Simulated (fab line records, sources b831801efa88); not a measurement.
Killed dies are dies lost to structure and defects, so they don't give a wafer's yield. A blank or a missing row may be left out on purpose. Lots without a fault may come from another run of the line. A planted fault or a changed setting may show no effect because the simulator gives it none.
Which tool did it? | flow sky130 | 6 lots, 18 wafers sampled, at 4 steps of a route of 708

WHAT THE GAUGES READ, wafer by wafer
SKY_CAP2M_OVL_MEAS_12.
lot  | measured     | on         | CAP2M_OVL (nm)
L596 | day 41 12:59 | overlay-02 | -0.6 0.7 -1.2
L599 | day 42 17:17 | overlay-01 | 2.4 0.5 2.0
L601 | day 43 11:48 | overlay-02 | 1.7 1.4 -0.2
L603 | day 43 20:16 | overlay-02 | -1.6 -2.5 -1.1
L606 | day 44 11:59 | overlay-02 | -0.3 -0.5 -1.9
L616 | day 47 00:51 | overlay-02 | 0.8 1.1 1.1

WHICH TOOL RAN EACH LOT (tool, then ch and the chambers of the sampled wafers, then the start)
lot  | SKY_VIA2_SPUTTER_20          | SKY_METAL3_SPUTTER_03        | SKY_CAPM_CLEAN_16
L596 | pvd_sputter-01, day 37 03:28 | pvd_sputter-03, day 37 04:14 | wet_bench-04 ch 3, day 38 07:18
L599 | pvd_sputter-04, day 38 10:23 | pvd_sputter-01, day 38 11:08 | wet_bench-04 ch 2, day 39 12:04
L601 | pvd_sputter-01, day 39 05:53 | pvd_sputter-03, day 39 06:42 | wet_bench-04 ch 2, day 40 08:10
L603 | pvd_sputter-04, day 39 16:32 | pvd_sputter-01, day 39 17:17 | wet_bench-01 ch 0, day 40 17:29
L606 | pvd_sputter-02, day 40 08:52 | pvd_sputter-04, day 40 09:40 | wet_bench-04 ch 0, day 41 10:47
L616 | pvd_sputter-02, day 43 03:49 | pvd_sputter-03, day 43 04:35 | wet_bench-02 ch 3, day 44 03:56
- SKY_VIA2_SPUTTER_20: material TiN, target thk 20 nm, time 80 s.
- SKY_METAL3_SPUTTER_03: material Ti, target thk 5 nm, time 3.3 s.
- SKY_CAPM_CLEAN_16: cleans in IPA, time 180 s.

THE ANSWER, worked out from the rows above alone
Rule: what is usual is taken from the lots themselves. Put in order of their means at a reading, lots are off if they are a third of the lots or fewer, leave a main group of 4 or more, and stand apart from it by a gap of 3 or more times the standard deviation of the main group's means; of several such gaps the widest counts. A main group whose means are all the same, to the digits that the tables above print for the reading, isn't used. A lot without any number at a reading at which 4 lots or more have one is off too. The other lots that the step has rows for count as sound.
No lot is off at any reading shown: from this, nothing can be told.

WHAT THE SIMULATOR HAD PUT IN
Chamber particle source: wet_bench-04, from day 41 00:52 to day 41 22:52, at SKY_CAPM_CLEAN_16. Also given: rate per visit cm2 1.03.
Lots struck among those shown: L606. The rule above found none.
